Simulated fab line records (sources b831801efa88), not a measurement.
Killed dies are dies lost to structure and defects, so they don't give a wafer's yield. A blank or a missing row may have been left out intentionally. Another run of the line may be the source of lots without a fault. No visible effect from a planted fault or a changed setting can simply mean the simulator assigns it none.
Matching of chambers / flow sky130 / SKY_VIA2_CMP_02 on cmp-01 has 4 sister chambers
The step polishes SiO2. 8 wafers are shown with their chamber, then 10 later ones without.

## WAFERS, EACH WITH ITS CHAMBER
wafer=L562.4; chamber=3; motor-current-A (A)=12.0; edge-zone-pressure-frac=1.007
wafer=L561.3; chamber=2; motor-current-A (A)=13.5; edge-zone-pressure-frac=0.992
wafer=L561.5; chamber=1; motor-current-A (A)=11.3; edge-zone-pressure-frac=1.001
wafer=L567.1; chamber=1; motor-current-A (A)=11.5; edge-zone-pressure-frac=0.996
wafer=L567.2; chamber=0; motor-current-A (A)=11.2; edge-zone-pressure-frac=1.008
wafer=L567.6; chamber=2; motor-current-A (A)=14.1; edge-zone-pressure-frac=1.004
wafer=L570.1; chamber=0; motor-current-A (A)=11.6; edge-zone-pressure-frac=1.003
wafer=L570.3; chamber=3; motor-current-A (A)=11.9; edge-zone-pressure-frac=1.003

## WAFERS WITHOUT THEIR CHAMBER
wafer=L570.6; motor-current-A (A)=12.0; edge-zone-pressure-frac=0.997
wafer=L576.2; motor-current-A (A)=11.8; edge-zone-pressure-frac=0.990
wafer=L576.3; motor-current-A (A)=12.3; edge-zone-pressure-frac=0.994
wafer=L576.6; motor-current-A (A)=13.4; edge-zone-pressure-frac=0.999
wafer=L578.2; motor-current-A (A)=11.9; edge-zone-pressure-frac=0.994
wafer=L578.3; motor-current-A (A)=10.5; edge-zone-pressure-frac=0.998
wafer=L578.6; motor-current-A (A)=11.6; edge-zone-pressure-frac=0.995
wafer=L580.2; motor-current-A (A)=13.1; edge-zone-pressure-frac=0.998
wafer=L580.3; motor-current-A (A)=12.2; edge-zone-pressure-frac=1.008
wafer=L580.4; motor-current-A (A)=11.6; edge-zone-pressure-frac=1.002

## CHAMBER TAKEN BY EACH
wafer=L570.6; from the rows above=can't be placed: 3 or 1 or 0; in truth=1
wafer=L576.2; from the rows above=can't be placed: 1 or 3 or 0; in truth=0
wafer=L576.3; from the rows above=can't be placed: 3 or 1 or 0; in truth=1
wafer=L576.6; from the rows above=2; in truth=2
wafer=L578.2; from the rows above=can't be placed: 1 or 3 or 0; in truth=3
wafer=L578.3; from the rows above=can't be placed: 1 or 0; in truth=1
wafer=L578.6; from the rows above=can't be placed: 1 or 0 or 3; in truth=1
wafer=L580.2; from the rows above=can't be placed: 2 or 3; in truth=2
wafer=L580.3; from the rows above=can't be placed: 3 or 0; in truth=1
wafer=L580.4; from the rows above=can't be placed: 1 or 0 or 3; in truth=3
Correct placement for 1 of the 10. Cannot be placed on the basis of these rows: 9; the candidates contain the true chamber in 8. Number placed wrongly: 0.
How it was worked out, from the rows above alone: a wafer's distance from a chamber is the root of the sum, over the readings, of the square of ((its reading less the chamber's mean) divided by the reading's scatter). If the next closest chamber is less than 2 further off than the closest, the wafer can't be placed; otherwise it belongs to the closest. The mean given for a chamber averages the wafers shown for that chamber. The scatter: take each reading less its chamber's mean, square it, sum over the shown wafers, divide by the number of wafers less the number of chambers, and take the root.
